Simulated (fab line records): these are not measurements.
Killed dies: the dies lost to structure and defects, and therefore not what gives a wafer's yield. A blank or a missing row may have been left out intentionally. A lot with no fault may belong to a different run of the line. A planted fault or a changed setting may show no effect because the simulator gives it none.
The same fault as seen by 2 desks	flow gf180mcu	only its own numbers are on each desk; what lay behind them is given at the end

== AT THE TOOL OWNER'S DESK: pvd_sputter-03 ==
The tool's own readings at GF_M3_SPUTTER_04 (material TiN, target thk 50 nm, time 41.7 s): means of the sampled wafers that have a number, for each lot that ran on this tool. Marked OUT: a lot whose mean sits more than 4 standard deviations from the usual mean, which makes it out of limits; the brackets give that distance.
Columns: A = throttle_valve_pct at GF_M3_SPUTTER_04, usual 30.7 %
lot	first seen here	A
L908	day 21 04:57	31.0
L910	day 21 09:55	31.1
L911	day 21 11:49	31.5
L912	day 21 19:46	31.4
L916	day 23 02:30	29.4
L926	day 26 16:38	31.9
L927	day 26 23:01	31.3
Result from this desk: across the 7 lots, nothing is out of limits.

== METROLOGY DESK ==
What the gauges read for every lot (on any tool): the sampled wafers with a number, averaged. Marked OUT: a lot whose mean sits more than 4 standard deviations from the usual mean, which makes it out of limits; the brackets give that distance.
Columns: A = V2_OVL at GF_V2_OVL_MEAS_15, usual -1 nm; B = M3_ALCU_THK at GF_M3_THK_MEAS_06, usual 451 nm
lot	first seen here	A	B
L907	day 21 02:30	-1	453
L908	day 21 03:19	2	448
L910	day 21 07:51	3	453
L911	day 21 10:16	-2	451
L912	day 21 18:13	-1	447
L913	day 22 03:42	-11	457
L915	day 22 20:27	-5	461
L916	day 23 00:55	1	446
L918	day 23 15:37	-2	457
L926	day 26 15:03	-0	441
L927	day 26 21:25	3	442
L929	day 27 12:10	-0	455
Result from this desk: across the 12 lots, nothing is out of limits.

== PUT TOGETHER ==
The desk of the tool owner found nothing out of limits.
From the metrology desk's view, nothing was out of limits.

== WHAT THE SIMULATOR PUT IN ==
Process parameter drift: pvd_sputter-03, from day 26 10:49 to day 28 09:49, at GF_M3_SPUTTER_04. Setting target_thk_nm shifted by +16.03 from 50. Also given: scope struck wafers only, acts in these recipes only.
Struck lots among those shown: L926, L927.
